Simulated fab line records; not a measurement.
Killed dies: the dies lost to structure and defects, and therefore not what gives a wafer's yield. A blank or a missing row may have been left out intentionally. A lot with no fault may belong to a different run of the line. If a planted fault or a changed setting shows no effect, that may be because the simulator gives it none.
Matching of chambers | flow gf180mcu | GF_V4_CVD_02 on pecvd-04: 3 sister chambers
The step deposits SiO2 from TEOS, target thk 850 nm, time 94.851 s. 16 wafers are shown with their chamber, then 8 later ones without.

WAFERS WITH THEIR CHAMBER
wafer  | chamber | heaterPowerW (W)
L380.2 | 1       | 461
L380.5 | 0       | 765
L380.6 | 1       | 485
L381.2 | 0       | 721
L381.3 | 1       | 475
L381.4 | 0       | 747
L382.1 | 1       | 497
L382.4 | 0       | 637
L382.6 | 1       | 520
L386.1 | 0       | 757
L386.4 | 1       | 410
L386.5 | 2       | 529
L387.1 | 2       | 662
L387.4 | 0       | 756
L387.6 | 2       | 525
L401.2 | 2       | 568

SIGNATURES (averages over the wafers above)
reading      | chamber 0 | chamber 1 | chamber 2 | scatter within a chamber
heaterPowerW | 730.50    | 474.67    | 571.00    | 48.7
Rule: distance of a wafer from a chamber = root of the sum over the readings of ((wafer's reading minus chamber's mean) / reading's scatter) squared. The wafer belongs to the nearest chamber; if the next one is less than 2 further off, it can't be placed. The scatter is the square root of a quotient: the sum, over the shown wafers, of each reading's squared deviation from its chamber's mean, divided by wafers minus chambers.

WAFERS MISSING THEIR CHAMBER
wafer  | heaterPowerW (W)
L401.4 | 515
L401.6 | 633
L402.1 | 484
L402.2 | 678
L402.5 | 504
L403.1 | 466
L403.3 | 611
L403.6 | 714

CHAMBER TAKEN BY EACH
wafer  | from the rows above          | in truth
L401.4 | can't be placed: 1 or 2      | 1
L401.6 | can't be placed: 2 or 0 or 1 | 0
L402.1 | can't be placed: 1 or 2      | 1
L402.2 | can't be placed: 0 or 2      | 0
L402.5 | can't be placed: 1 or 2      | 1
L403.1 | can't be placed: 1 or 2      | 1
L403.3 | can't be placed: 2 or 0 or 1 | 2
L403.6 | 0                            | 0
Correctly placed: 1 of 8. Not placeable from these rows: 7 (in 7, the candidates include the true chamber). Number placed wrongly: 0.
